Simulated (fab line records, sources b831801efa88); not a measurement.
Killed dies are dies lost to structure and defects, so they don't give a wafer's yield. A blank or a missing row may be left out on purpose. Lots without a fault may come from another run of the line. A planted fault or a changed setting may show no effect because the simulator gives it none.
Tool commonality check | flow sky130 | 12 lots, 36 wafers sampled

WHY IT WAS OPENED
At SKY_GATE_OXIDE_THK_MEAS_02 the reading GATE_OXIDE_OXIDATION_00_THK is flagged on 2 of 12 lots. Wafers without a fault read 10.32 nm, standard deviation 0.2.
Rule: a lot is flagged when every wafer of it that has a number lies more than 4 standard deviations from that mean, or none has a number. The other lots count as sound.

lot  | measured     | on            | GATE_OXIDE_OXIDATION_00_THK (nm), wafer by wafer | flag
L743 | day 12 20:45 | film_metro-03 | 10.07 9.96 10.00                                 |
L744 | day 13 09:43 | film_metro-04 | 10.41 10.49 10.27                                |
L746 | day 13 18:52 | film_metro-04 | 10.46 10.31 10.37                                |
L748 | day 15 00:07 | film_metro-03 | 10.74 10.71 10.72                                |
L752 | day 16 11:56 | film_metro-03 | 7.59 7.77 7.78                                   | FLAGGED
L753 | day 16 16:19 | film_metro-04 | 7.80 7.87 7.83                                   | FLAGGED
L754 | day 17 00:26 | film_metro-03 | 10.08 10.46 10.22                                |
L761 | day 19 13:31 | film_metro-03 | 10.49 10.30 10.28                                |
L762 | day 19 18:13 | film_metro-03 | 10.21 10.32 10.08                                |
L763 | day 20 00:31 | film_metro-02 | 10.10 9.97 9.97                                  |
L764 | day 20 06:14 | film_metro-02 | 10.43 10.24 10.27                                |
L765 | day 20 16:03 | film_metro-02 | 10.09 10.01 10.05                                |
The numbers of the flagged lots are 7.77 nm on average: -2.55 nm against the usual, or -13 standard deviations.

WHICH TOOL RAN EACH LOT
The record holds 1 process step before the reading, out of a route of 708 steps. In each cell: the tool, then ch and the chambers that the sampled wafers went through, then the start.
lot  | flag    | SKY_GATE_OXIDE_OXIDATION_01
L743 |         | furnace-02 ch 0, day 12 19:19
L744 |         | furnace-01 ch 0, day 13 08:18
L746 |         | furnace-02 ch 0, day 13 17:27
L748 |         | furnace-01 ch 0, day 14 22:42
L752 | FLAGGED | furnace-02 ch 0, day 16 10:32
L753 | FLAGGED | furnace-02 ch 0, day 16 14:53
L754 |         | furnace-01 ch 0, day 16 23:02
L761 |         | furnace-01 ch 0, day 19 12:07
L762 |         | furnace-02 ch 0, day 19 16:47
L763 |         | furnace-02 ch 0, day 19 23:06
L764 |         | furnace-02 ch 0, day 20 04:49
L765 |         | furnace-02 ch 0, day 20 14:38
What these steps do:
- SKY_GATE_OXIDE_OXIDATION_01: stabilise 600 s, purge 300 s, target thk 10.268 nm.
- SKY_GATE_OXIDE_THK_MEAS_02

FLAGGED OVER TOTAL, TOOL BY TOOL (the gauges that took the reading come last)
step                        | tool          | lots run | flagged | share of the flagged lots | sound lots run after its first flagged lot
SKY_GATE_OXIDE_OXIDATION_01 | furnace-01    | 4        | 0       | none                      | -
SKY_GATE_OXIDE_OXIDATION_01 | furnace-02    | 8        | 2       | all                       | 4 (L762,L763,L764,L765)
SKY_GATE_OXIDE_THK_MEAS_02  | film_metro-02 | 3        | 0       | none                      | -
SKY_GATE_OXIDE_THK_MEAS_02  | film_metro-03 | 6        | 1       | some                      | 3 (L754,L761,L762)
SKY_GATE_OXIDE_THK_MEAS_02  | film_metro-04 | 3        | 1       | some                      | 0

WHAT THE TABLE ALLOWS
1 row of the table ran every flagged lot: furnace-02 at SKY_GATE_OXIDE_OXIDATION_01.
- furnace-02 at SKY_GATE_OXIDE_OXIDATION_01: 2 of its 8 lots flagged. Sound lots ran on it after the first flagged one (L762, L763, L764, L765), which a lasting fault on the whole tool wouldn't allow. Its own readings lie more than 4 standard deviations out on every wafer of the flagged lots: spike_tc_bottom_C, spike_tc_centre_C, spike_tc_lower_C, spike_tc_top_C, spike_tc_upper_C, tube_center_temp_C, tube_center_temp_C_max.
No row of the table ran every flagged lot and no sound lot after the first.

WHAT THE SIMULATOR HAD PUT IN
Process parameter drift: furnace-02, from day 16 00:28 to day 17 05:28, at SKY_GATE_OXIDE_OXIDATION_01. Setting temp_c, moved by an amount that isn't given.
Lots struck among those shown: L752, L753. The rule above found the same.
